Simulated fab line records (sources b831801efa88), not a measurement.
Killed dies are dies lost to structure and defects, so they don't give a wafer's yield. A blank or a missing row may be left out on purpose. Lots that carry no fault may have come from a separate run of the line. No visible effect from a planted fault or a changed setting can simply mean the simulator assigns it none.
The tool behind it: which one? | flow gf180mcu | Sampling: 14 lots, 42 wafers, 2 of 602 route steps

## WHAT THE GAUGES READ, wafer by wafer
GF_POLY_GATE_CD_MEAS_10: target cd 280 nm.
lot  | measured     | on        | cd nm (nm)
L770 | day 9 20:05  | cd sem-01 | 280.3 280.4 279.8
L771 | day 10 05:23 | cd sem-01 | 281.5 280.6 280.2
L772 | day 10 07:29 | cd sem-01 | 280.1 280.5 278.9
L773 | day 10 16:35 | cd sem-01 | 280.9 280.5 279.6
L774 | day 10 21:28 | cd sem-01 | 278.9 279.7 280.3
L776 | day 11 11:14 | cd sem-02 | 282.0 280.2 279.9
L777 | day 11 21:05 | cd sem-01 | 281.8 282.1 280.9
L778 | day 12 05:31 | cd sem-02 | 280.0 280.8 281.3
L784 | day 13 22:50 | cd sem-01 | 279.8 279.0 279.6
L785 | day 14 04:28 | cd sem-01 | 280.8 281.2 281.1
L786 | day 14 10:55 | cd sem-02 | 279.3 279.7 278.9
L788 | day 15 00:37 | cd sem-02 | 280.8 280.9 280.3
L790 | day 15 16:56 | cd sem-02 | 280.0 280.1 279.4
L791 | day 16 06:11 | cd sem-01 | 280.9 280.8 280.3

GF_HV_LDD_CD_MEAS_19: target cd 400 nm.
lot  | measured     | on        | cd nm (nm)
L770 | day 11 10:34 | cd sem-01 | 403.9 403.0 403.7
L771 | day 11 19:34 | cd sem-01 | 398.2 398.7 399.3
L772 | day 11 22:47 | cd sem-01 | 395.9 399.9 398.6
L773 | day 12 08:56 | cd sem-02 | 402.1 401.9 401.4
L774 | day 12 12:55 | cd sem-02 | 400.6 399.8 400.1
L776 | day 13 04:47 | cd sem-01 | 400.2 401.0 402.0
L777 | day 13 13:16 | cd sem-01 | 403.4 402.3 401.5
L778 | day 13 23:01 | cd sem-01 | 401.2 400.0 399.6
L784 | day 15 19:43 | cd sem-01 | 397.9 398.6 401.2
L785 | day 16 01:12 | cd sem-02 | 406.1 405.2 406.0
L786 | day 16 07:37 | cd sem-02 | 408.4 407.2 404.4
L788 | day 16 23:08 | cd sem-01 | 399.6 399.5 400.2
L790 | day 17 16:38 | cd sem-01 | 400.0 401.1 401.1
L791 | day 18 06:44 | cd sem-02 | 399.5 400.5 397.3

## WHICH TOOL RAN EACH LOT (tool, then ch and the chambers of the sampled wafers, then the start)
No process step before these readings appears in the record.

## WHAT THE TOOLS THEMSELVES READ (means of the sampled wafers that have a number; where no wafer has one, the mark that the record gives instead)
The record holds no such reading with a usual standard deviation.

## THE ANSWER, worked out from the rows above alone
Rule: usual is defined by the lots themselves. The widest of any qualifying gaps counts: lots, ordered by their means at a reading, are off when they make up no more than a third of the lots, leave a main group of 4 or more, and stand apart from it by 3 or more times the standard deviation of that group's means. Not used: any main group whose means are identical at the precision the tables above print for the reading. A lot without any number at a reading at which 4 lots or more have one is off too. Any other lot the step has rows for is counted as sound. Order of review: gauges by route order, followed by the tools' own readings, for which a lot's mean as printed above is used. The first step at which some lot is off is used, and at that step the reading that is off furthest; a lot without a number counts as furthest.
Across all readings shown, no lot is off: no conclusion can be drawn from this.

## WHAT THE SIMULATOR HAD PUT IN
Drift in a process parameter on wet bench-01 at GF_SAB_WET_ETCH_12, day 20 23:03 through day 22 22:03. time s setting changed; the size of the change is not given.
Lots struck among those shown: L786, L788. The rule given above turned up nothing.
